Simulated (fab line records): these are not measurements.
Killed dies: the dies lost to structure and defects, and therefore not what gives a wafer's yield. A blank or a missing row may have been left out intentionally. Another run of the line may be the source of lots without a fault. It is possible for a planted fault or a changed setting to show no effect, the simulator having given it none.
What tool caused it?	flow gf180mcu	Sampling: 13 lots, 39 wafers, 5 of 602 route steps

== WHAT THE GAUGES SHOWED, per wafer ==
GF_POLY_GATE_THK_MEAS_17. Usual: for POLY_GATE_OXIDATION_THK the level is 4.02 nm and the standard deviation is 0.094.
lot	measured	on	POLY_GATE_OXIDATION_THK (nm)	flag
L532	day 9 07:10	film_metro-01	4.09 4.25 4.06	
L534	day 9 19:01	film_metro-03	4.05 4.13 4.12	
L535	day 10 05:01	film_metro-02	4.08 3.99 4.04	
L536	day 10 18:10	film_metro-03	3.85 3.93 3.87	
L537	day 11 00:13	film_metro-02	3.99 3.98 4.00	
L538	day 11 04:27	film_metro-03	4.10 4.13 4.00	
L539	day 11 09:48	film_metro-03	4.03 3.99 4.06	
L541	day 12 06:43	film_metro-02	3.99 4.12 4.05	
L542	day 12 13:26	film_metro-02	4.07 4.12 4.07	
L543	day 12 19:44	film_metro-02	3.91 4.05 3.93	
L544	day 13 00:51	film_metro-03	3.93 3.98 4.00	
L549	day 14 11:14	film_metro-01	3.94 3.96 3.88	
L550	day 14 15:38	film_metro-02	3.81 4.00 3.94	

GF_HV_LDD_OVL_MEAS_20. Usual: for HV_LDD_01_OVL the level is 0.9 nm and the standard deviation is 1.4.
lot	measured	on	HV_LDD_01_OVL (nm)	flag
L532	day 10 19:12	overlay-02	2.9 0.6 -1.4	
L534	day 11 06:52	overlay-02	1.1 -1.4 0.9	
L535	day 11 17:27	overlay-02	-1.6 -0.2 -0.5	
L536	day 12 08:28	overlay-01	1.0 0.6 -0.9	
L537	day 12 14:20	overlay-01	1.1 2.9 1.5	
L538	day 12 19:01	overlay-01	0.7 2.5 2.6	
L539	day 13 00:42	overlay-01	1.3 -0.5 0.6	
L541	day 13 22:35	overlay-01	1.1 -1.0 0.6	
L542	day 14 05:32	overlay-02	1.6 0.7 1.6	
L543	day 14 12:51	overlay-02	-0.1 1.3 -0.2	
L544	day 14 16:56	overlay-02	-0.8 0.0 -0.4	
L549	day 16 07:12	overlay-01	1.6 0.5 2.5	
L550	day 16 11:26	overlay-01	4.3 2.9 4.8	

GF_HV_LDD_RS_MEAS_53: the measuring method here is four-point-probe. Usual: for HV_LDD_RS the level is 418.0 ohm/sq and the standard deviation is 0.97.
lot	measured	on	HV_LDD_RS (ohm/sq)	flag
L532	day 12 10:43	film_metro-04	418.3 417.4 418.1	
L534	day 12 22:08	film_metro-02	417.7 418.9 418.3	
L535	day 13 08:55	film_metro-01	417.0 417.8 418.1	
L536	day 14 00:52	film_metro-01	417.3 417.4 417.5	
L537	day 14 07:14	film_metro-01	418.9 417.8 417.7	
L538	day 14 13:02	film_metro-04	417.9 417.5 417.1	
L539	day 14 17:56	film_metro-02	418.7 418.2 417.3	
L541	day 15 17:29	film_metro-01	415.9 416.7 416.3	
L542	day 16 01:38	film_metro-02	422.8 424.5 422.8 423.1 423.4 423.8	OFF
L543	day 16 10:52	film_metro-02	424.2 423.2 423.8 424.7 423.9 423.5	OFF
L544	day 16 14:06	film_metro-04	418.9 418.1 419.1	
L549	day 18 06:05	film_metro-01	418.6 420.0 417.6	
L550	day 18 10:54	film_metro-01	419.1 419.5 419.4	

== EACH LOT AND THE TOOL THAT RAN IT (in order: tool; ch and the chambers of the sampled wafers; start) ==
lot	GF_POLY_GATE_ETCH_13	GF_HV_LDD_IMPLANT_33
L532	rie_si-02 ch 1,3, day 9 04:14	implanter-01 ch 0, day 11 13:53
L534	rie_si-02 ch 0,2,3, day 9 17:33	implanter-02 ch 0, day 12 02:53
L535	rie_si-01 ch 0,1,3, day 10 03:33	implanter-04 ch 0, day 12 12:52
L536	rie_si-01 ch 1,2, day 10 16:41	implanter-04 ch 0, day 13 03:46
L537	rie_si-01 ch 0,1,2, day 10 21:33	implanter-02 ch 0, day 13 09:56
L538	rie_si-01 ch 2,3, day 11 02:59	implanter-04 ch 0, day 13 14:52
L539	rie_si-01 ch 0,2,3, day 11 08:20	implanter-04 ch 0, day 13 20:25
L541	rie_si-02 ch 1,2, day 12 01:44	implanter-01 ch 0, day 14 18:56
L542	rie_si-02 ch 0,2, day 12 08:02	implanter-04 ch 0, day 15 01:54
L543	rie_si-01 ch 2,3, day 12 14:26	implanter-04 ch 0, day 15 11:17
L544	rie_si-01 ch 2,3, day 12 21:17	implanter-02 ch 0, day 15 14:56
L549	rie_si-01 ch 2,3, day 14 09:47	implanter-02 ch 0, day 17 06:08
L550	rie_si-01 ch 0,2,3, day 14 13:28	implanter-02 ch 0, day 17 10:28
- GF_POLY_GATE_ETCH_13: etches poly-Si in HBr/Cl2, stops on SiO2, target depth 198.5 nm, time 69.6 s.
- GF_HV_LDD_IMPLANT_33

== WHAT THE TOOLS THEMSELVES READ (means of the sampled wafers that have a number; where no wafer has one, the mark that the record gives instead) ==
GF_POLY_GATE_ETCH_13. Usual: drypump_motor_current_A 5.8 A, standard deviation 0.51; oes_product_au 0.988 a.u., standard deviation 0.0074; throttle_valve_pct 33.684 %, standard deviation 0.0098.
lot	tool	drypump_motor_current_A (A)	oes_product_au (a.u.)	throttle_valve_pct (%)	flag
L532	rie_si-02	5.5	0.979	33.686	
L534	rie_si-02	5.5	0.987	33.685	
L535	rie_si-01	6.0	0.989	33.689	
L536	rie_si-01	5.6	0.983	33.679	
L537	rie_si-01	5.7	0.991	33.681	
L538	rie_si-01	6.5	0.993	33.688	
L539	rie_si-01	6.2	1.001	33.683	
L541	rie_si-02	5.6	0.983	33.677	
L542	rie_si-02	5.3	0.985	33.684	
L543	rie_si-01	6.5	0.997	33.684	
L544	rie_si-01	6.2	0.984	33.675	
L549	rie_si-01	6.2	0.985	33.679	
L550	rie_si-01	6.2	0.999	33.683	

== THE ANSWER, worked out from the rows above alone ==
Rule: lot off if the mean of its wafers having a number is beyond 3 standard deviations from the usual mean. A lot without any number at a reading at which 4 lots or more have one is off too. Where the step has rows for the other lots, those lots are counted as sound. After the gauges, taken in route order, come the tools' own readings; for these a lot's mean is taken, as printed above. The first step at which some lot is off is used, and at that step the reading that is off furthest; a lot without a number counts as furthest.
Off: at GF_HV_LDD_RS_MEAS_53 (HV_LDD_RS), L542, L543.
If a tool, at a process step before that reading, ran all the lots that are off and no sound lot after the first of them, it fits. Those tools and the gauges at GF_HV_LDD_RS_MEAS_53 are tried in the same way. 2 tools fit, implanter-04 at GF_HV_LDD_IMPLANT_33 and film_metro-02 at GF_HV_LDD_RS_MEAS_53, so this cannot tell which one it is.

== WHAT THE SIMULATOR PUT IN ==
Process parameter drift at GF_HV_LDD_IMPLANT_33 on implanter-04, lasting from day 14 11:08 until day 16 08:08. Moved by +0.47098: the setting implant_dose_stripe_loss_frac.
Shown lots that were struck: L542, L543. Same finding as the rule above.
